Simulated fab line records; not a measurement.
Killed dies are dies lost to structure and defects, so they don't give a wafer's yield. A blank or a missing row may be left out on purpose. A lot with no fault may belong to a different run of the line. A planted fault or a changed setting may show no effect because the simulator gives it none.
The tool behind it: which one? / flow gf180mcu / 12 lots, 36 wafers sampled, at 4 steps of a route of 602

== WHAT EACH GAUGE READ, for each wafer ==
GF_HV_LDD_CD_MEAS_31 targets a cd of 400 nm.
lot=L406; measured=day 11 14:39; on=cd sem-01; cd nm (nm)=401.5 399.5 401.9
lot=L407; measured=day 11 22:42; on=cd sem-01; cd nm (nm)=403.3 403.2 403.8
lot=L408; measured=day 12 02:33; on=cd sem-01; cd nm (nm)=401.3 401.2 401.2
lot=L410; measured=day 12 19:52; on=cd sem-01; cd nm (nm)=400.7 400.6 401.6
lot=L412; measured=day 13 13:52; on=cd sem-01; cd nm (nm)=401.3 401.5 399.9
lot=L414; measured=day 14 04:06; on=cd sem-02; cd nm (nm)=401.3 401.2 401.9
lot=L419; measured=day 15 18:25; on=cd sem-02; cd nm (nm)=416.6 414.3 415.2 416.7 414.6 414.8
lot=L420; measured=day 16 00:38; on=cd sem-01; cd nm (nm)=420.2 418.9 418.7 420.6 418.5 418.7
lot=L423; measured=day 17 01:18; on=cd sem-02; cd nm (nm)=402.7 403.2 403.8
lot=L424; measured=day 17 11:10; on=cd sem-01; cd nm (nm)=400.3 400.0 398.5
lot=L425; measured=day 17 17:41; on=cd sem-02; cd nm (nm)=402.5 403.0 401.8
lot=L429; measured=day 19 03:44; on=cd sem-01; cd nm (nm)=400.4 402.7 401.1

GF_M2_THK_MEAS_06: measures by xrf.
lot=L406; measured=day 18 06:31; on=film metro-03; M2_ALCU_THK (nm)=440 426 436
lot=L407; measured=day 18 16:20; on=film metro-03; M2_ALCU_THK (nm)=436 440 433
lot=L408; measured=day 18 22:34; on=film metro-02; M2_ALCU_THK (nm)=424 428 435
lot=L410; measured=day 19 20:06; on=film metro-02; M2_ALCU_THK (nm)=442 438 445
lot=L412; measured=day 20 15:47; on=film metro-01; M2_ALCU_THK (nm)=438 437 441
lot=L414; measured=day 21 06:50; on=film metro-01; M2_ALCU_THK (nm)=432 433 434
lot=L419; measured=day 23 02:25; on=film metro-03; M2_ALCU_THK (nm)=439 437 439
lot=L420; measured=day 23 07:21; on=film metro-03; M2_ALCU_THK (nm)=438 440 441
lot=L423; measured=day 24 08:53; on=film metro-02; M2_ALCU_THK (nm)=448 447 441
lot=L424; measured=day 24 16:13; on=film metro-01; M2_ALCU_THK (nm)=432 429 428
lot=L425; measured=day 24 23:43; on=film metro-03; M2_ALCU_THK (nm)=433 443 446
lot=L429; measured=day 26 05:42; on=film metro-03; M2_ALCU_THK (nm)=443 443 439

GF_V2_THK_MEAS_01.
lot=L406; measured=day 19 07:24; on=film metro-02; V2_CVD_00_THK (nm)=596 606 591
lot=L407; measured=day 19 17:07; on=film metro-02; V2_CVD_00_THK (nm)=605 604 593
lot=L408; measured=day 19 23:45; on=film metro-01; V2_CVD_00_THK (nm)=591 610 596
lot=L410; measured=day 20 21:53; on=film metro-02; V2_CVD_00_THK (nm)=600 613 600
lot=L412; measured=day 21 16:11; on=film metro-04; V2_CVD_00_THK (nm)=606 596 592
lot=L414; measured=day 22 07:10; on=film metro-01; V2_CVD_00_THK (nm)=617 594 597
lot=L419; measured=day 24 01:25; on=film metro-02; V2_CVD_00_THK (nm)=620 617 609
lot=L420; measured=day 24 06:22; on=film metro-04; V2_CVD_00_THK (nm)=607 609 625
lot=L423; measured=day 25 07:29; on=film metro-01; V2_CVD_00_THK (nm)=596 608 599
lot=L424; measured=day 25 13:45; on=film metro-02; V2_CVD_00_THK (nm)=600 583 583
lot=L425; measured=day 25 21:35; on=film metro-02; V2_CVD_00_THK (nm)=585 596 596
lot=L429; measured=day 27 02:50; on=film metro-04; V2_CVD_00_THK (nm)=591 593 590

== WHICH TOOL RAN EACH LOT (tool, then ch and the chambers of the sampled wafers, then the start) ==
lot=L406; GF_HV_LDD_EXPOSE_28=iline stepper-02 ch 0, day 11 05:33
lot=L407; GF_HV_LDD_EXPOSE_28=iline stepper-02 ch 0, day 11 13:31
lot=L408; GF_HV_LDD_EXPOSE_28=iline stepper-01 ch 0, day 11 16:53
lot=L410; GF_HV_LDD_EXPOSE_28=iline stepper-01 ch 0, day 12 10:33
lot=L412; GF_HV_LDD_EXPOSE_28=iline stepper-02 ch 0, day 13 03:53
lot=L414; GF_HV_LDD_EXPOSE_28=iline stepper-01 ch 0, day 13 17:54
lot=L419; GF_HV_LDD_EXPOSE_28=iline stepper-02 ch 0, day 15 07:29
lot=L420; GF_HV_LDD_EXPOSE_28=iline stepper-02 ch 0, day 15 13:59
lot=L423; GF_HV_LDD_EXPOSE_28=iline stepper-01 ch 0, day 16 14:37
lot=L424; GF_HV_LDD_EXPOSE_28=iline stepper-01 ch 0, day 16 23:56
lot=L425; GF_HV_LDD_EXPOSE_28=iline stepper-01 ch 0, day 17 05:34
lot=L429; GF_HV_LDD_EXPOSE_28=iline stepper-01 ch 0, day 18 15:55
- GF_HV_LDD_EXPOSE_28: exposes mask Nplus HV AREA, target cd 400 nm.

== WHAT THE TOOLS THEMSELVES READ (means of the sampled wafers that have a number; where no wafer has one, the mark that the record gives instead) ==
GF_HV_LDD_EXPOSE_28.
lot=L406; tool=iline stepper-02; exposure dose mJ cm2=139.90
lot=L407; tool=iline stepper-02; exposure dose mJ cm2=139.85
lot=L408; tool=iline stepper-01; exposure dose mJ cm2=140.10
lot=L410; tool=iline stepper-01; exposure dose mJ cm2=140.02
lot=L412; tool=iline stepper-02; exposure dose mJ cm2=140.00
lot=L414; tool=iline stepper-01; exposure dose mJ cm2=139.97
lot=L419; tool=iline stepper-02; exposure dose mJ cm2=148.86
lot=L420; tool=iline stepper-02; exposure dose mJ cm2=149.03
lot=L423; tool=iline stepper-01; exposure dose mJ cm2=140.10
lot=L424; tool=iline stepper-01; exposure dose mJ cm2=140.05
lot=L425; tool=iline stepper-01; exposure dose mJ cm2=140.06
lot=L429; tool=iline stepper-01; exposure dose mJ cm2=139.80

== THE ANSWER, worked out from the rows above alone ==
Rule: what is usual is taken from the lots themselves. Put in order of their means at a reading, lots are off if they are a third of the lots or fewer, leave a main group of 4 or more, and stand apart from it by a gap of 3 or more times the standard deviation of the main group's means; of several such gaps the widest counts. A main group is skipped when, at the precision printed for the reading in the tables above, its means are all equal. Also off: a lot with no number at a reading for which 4 or more lots have one. Any other lot the step has rows for is counted as sound. The gauges are gone through in route order, then the tools' own readings, and for those a lot's mean is taken as printed above. At the first step where some lot is off, the reading lying furthest off is the one used; lots without a number count as furthest.
Off, at GF_HV_LDD_CD_MEAS_31 on cd nm: L419, L420. The main group has a mean of 401.6 nm with a standard deviation of 1.1.
If a tool, at a process step before that reading, ran all the lots that are off and no sound lot after the first of them, it fits. Not tried: the gauges at GF_HV_LDD_CD_MEAS_31; whatever is off there is also off at GF_HV_LDD_EXPOSE_28, on other tools, and gauge error can't account for it. One candidate fits, namely iline stepper-02 at GF_HV_LDD_EXPOSE_28. A fault onset in the window from L412 (day 13 03:53, its last sound lot) to L419 (day 15 07:29, its first lot off) fits.
The tool's own readings at GF_HV_LDD_EXPOSE_28 bear it out: on the lots that are off they differ by more than 5 times the standard deviation of the sound lots' means. exposure dose mJ cm2 reads 148.94 there against 139.99 on the sound lots.

== WHAT THE SIMULATOR PUT IN ==
Drift in process parameters on iline stepper-02 at GF_HV_LDD_EXPOSE_28, starting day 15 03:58. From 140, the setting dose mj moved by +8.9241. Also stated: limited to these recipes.
Lots struck among those shown: L419, L420. This agrees with what the rule above found.
